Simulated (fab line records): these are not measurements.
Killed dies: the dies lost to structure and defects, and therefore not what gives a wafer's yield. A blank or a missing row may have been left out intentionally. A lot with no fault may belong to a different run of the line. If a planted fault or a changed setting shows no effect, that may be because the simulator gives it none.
Which of the tools did it? ; flow sfq_line ; 21 wafers from 7 lots sampled at 2 of the route's 325 steps

WHAT THE GAUGES READ, wafer by wafer
SFQ_M4_RS_MEAS_924: measurement is done with a four-point probe.
lot;measured;on;M4_NB_RS (ohm/sq)
L854;day 34 09:37;film_metro-04;0.887 0.890 0.876
L857;day 34 22:49;film_metro-04;0.880 0.885 0.882
L859;day 38 13:53;film_metro-03;0.909 0.906 0.905
L864;day 39 00:04;film_metro-04;0.882 0.882 0.891
L869;day 39 15:59;film_metro-03;1.800 1.774 0.881
L871;day 39 18:58;film_metro-01;0.904 0.896 0.901
L874;day 40 04:10;film_metro-03;0.892 0.891 0.887

WHAT TOOL EACH LOT RAN ON (gives the tool, then ch and the chambers of the sampled wafers, and finally the start)
lot;SFQ_TRILAYER_M4_DEP_SPUTTER_091
L854;pvd_sputter-04, day 34 09:32
L857;pvd_sputter-05, day 34 22:44
L859;pvd_sputter-04, day 38 13:46
L864;pvd_sputter-04, day 38 23:58
L869;pvd_sputter-05, day 39 15:53
L871;pvd_sputter-06, day 39 18:53
L874;pvd_sputter-06, day 40 04:05
- SFQ_TRILAYER_M4_DEP_SPUTTER_091: material Nb, target thk 200 nm, time 133.3 s.

THE ANSWER, worked out from the rows above alone
Rule: the lots themselves supply what counts as usual. The widest of any qualifying gaps counts: lots, ordered by their means at a reading, are off when they make up no more than a third of the lots, leave a main group of 4 or more, and stand apart from it by 3 or more times the standard deviation of that group's means. A main group is skipped when, at the precision printed for the reading in the tables above, its means are all equal. A lot without any number at a reading at which 4 lots or more have one is off too. All remaining lots with rows at the step are treated as sound.
Off: at SFQ_M4_RS_MEAS_924 (M4_NB_RS), L869. The main group: mean 0.891 ohm/sq, standard deviation 0.009.
If a tool, at a process step before that reading, ran all the lots that are off and no sound lot after the first of them, it fits. The gauges at SFQ_M4_RS_MEAS_924 are tried like those tools. One candidate fits, namely pvd_sputter-05 at SFQ_TRILAYER_M4_DEP_SPUTTER_091. A fault onset in the window from L857 (day 34 22:44, its last sound lot) to L869 (day 39 15:53, its first lot off) fits.

WHAT THE SIMULATOR HAD PUT IN
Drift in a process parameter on pvd_sputter-05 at SFQ_TRILAYER_M4_DEP_SPUTTER_091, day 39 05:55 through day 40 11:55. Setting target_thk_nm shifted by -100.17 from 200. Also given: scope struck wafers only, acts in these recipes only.
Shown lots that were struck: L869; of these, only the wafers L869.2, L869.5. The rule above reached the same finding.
